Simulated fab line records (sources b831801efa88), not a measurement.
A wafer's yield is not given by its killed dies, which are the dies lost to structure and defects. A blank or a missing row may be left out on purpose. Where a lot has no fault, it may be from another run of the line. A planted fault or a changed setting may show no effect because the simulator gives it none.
A lot that was struck, set against a sound lot / flow sky130 / 18 out of 708 route steps
Sound: these wafers, L130.4, L130.5, L130.6. Wafers L134.2, L134.4, L134.6 were the ones struck. The cause comes at the end.
Order at every step that has rows: each side's tool, ch and its chambers, its first start. Under that, the readings that differ: sound wafers / struck wafers / difference of the means / sigmas: that difference in standard deviations of wafers without a fault.
alike: same words and numbers on both sides, and readings whose means sit less than 2 such deviations apart. not compared: any withheld reading, any reading some wafer has no value for, any bound like >300 that may hide the same value, and any number with overlapping values for which the record gives no deviation.
The two part at a step that has a row with sigmas, a row that says differs or no value, or rows on one side only. Numbers that have no deviation but don't overlap get no sigmas and don't part them. A reading that every wafer of one side lacks parts them only if that side has two wafers or more.

first, 1 step without rows for these wafers: SKY_VT_ADJUST_PCH_IMPLANT_08.
SKY_VT_ADJUST_PCH_STRIP_09: strips in O2/N2.
  sound on plasmaAsher-04 ch 0,1, day 11 01:10; struck on plasmaAsher-03 ch 0,1, day 12 05:11
reading=oesProductAu (a.u.); sound=0.718 0.718 0.718; struck=0.722 0.730 0.730; difference=+0.009; sigmas=+2
  alike: drypumpMotorCurrentA, stripTimeToEndpointS
  not compared: rfHoursCounterH
SKY_VT_ADJUST_PCH_TW_MEAS_10:
  sound on filmMetro-01, day 11 01:15; struck on filmMetro-04, day 12 05:17
reading=VT_ADJUST_PCH_TW; sound=143.4 144.1 143.9; struck=141.2 141.1 140.7; difference=-2.8; sigmas=-4
then, 7 steps without rows for these wafers: SKY_SONOS_TUNNEL_DEHYDRATE_00 (time 60 s); SKY_SONOS_TUNNEL_HMDS_01 (prime time 60 s); SKY_SONOS_TUNNEL_COAT_02 (resist thk 1140 nm); SKY_SONOS_TUNNEL_SOFTBAKE_03 (time 60 s); SKY_SONOS_TUNNEL_EXPOSE_04 (exposes mask TUNM, target cd 410 nm); SKY_SONOS_TUNNEL_PEB_05; SKY_SONOS_TUNNEL_DEVELOP_06 (develop time 60 s).
SKY_SONOS_TUNNEL_CD_MEAS_07 targets a cd of 410 nm.
  sound on cdSem-01, day 12 00:23; struck on cdSem-02, day 13 06:40
  alike: cdNm
SKY_SONOS_TUNNEL_OVL_MEAS_08:
  sound on overlay-02, day 12 00:28; struck on overlay-01, day 13 06:46
reading=SONOS_TUNNEL_OVL (nm); sound=-3.9 -3.1 -2.9; struck=0.9 1.8 1.5; difference=+4.7; sigmas=+3
SKY_SONOS_TUNNEL_IMPLANT_09:
  sound on implanter-02 ch 0, day 12 00:33; struck on implanter-03 ch 0, day 13 06:49
reading=implantIonAmu; sound=11 11 11; struck=49 49 49; difference=+38; sigmas=
reading=model.implant.rpNm (nm); sound=66 66 66; struck=17.2 17.2 17.2; difference=-48.8; sigmas=
reading=model.implant.drpNm (nm); sound=28.34 28.34 28.34; struck=9.752 9.752 9.752; difference=-18.588; sigmas=
then, 2 steps without rows for these wafers: SKY_SONOS_TUNNEL_WET_ETCH_10 (etches SiO2 in dHF, target depth 14 nm, time 280 s); SKY_SONOS_TUNNEL_STRIP_11 (strips in SPM, time 600 s).
SKY_SONOS_TUNNEL_TW_MEAS_12:
  sound on filmMetro-03, day 12 00:56; struck on filmMetro-02, day 13 07:14
reading=SONOS_TUNNEL_TW; sound=199.3 197.4 197.9; struck=294.0 292.1 292.9; difference=+94.8; sigmas=+63
then, 1 step without rows for these wafers: SKY_SONOS_TUNNEL_CLEAN_13 (cleans in dHF, time 20 s).
-- record jumps: 34 days separate the struck wafers' starts on either side; left off in module SONOS_TUNNEL, taken up again in module PAD_OPEN, whose first shown step is the route's number 708 --
SKY_PAD_OPEN_PROBE_99:
  sound on prober-01, day 46 04:48; struck on prober-02, day 47 08:59
reading=killedAtFrontEnd; sound=15 11 5; struck=15 25 18; difference=+9; sigmas=+2
reading=model.etest.sonosProgrammed.offLog10AUm; sound=-14.01 -14.01 -13.95; struck=-12.8 -12.96 -12.89; difference=+1.1; sigmas=
  alike: killed_at_M0_to_M3, killed_at_M4_up, killedAtContacts, killedAtOther, killedDies, killedOpen, killedShort

## WHERE THEY PART
First at SKY_VT_ADJUST_PCH_STRIP_09; last, within this record, at SKY_PAD_OPEN_PROBE_99.

WHY: whatever the simulator had introduced
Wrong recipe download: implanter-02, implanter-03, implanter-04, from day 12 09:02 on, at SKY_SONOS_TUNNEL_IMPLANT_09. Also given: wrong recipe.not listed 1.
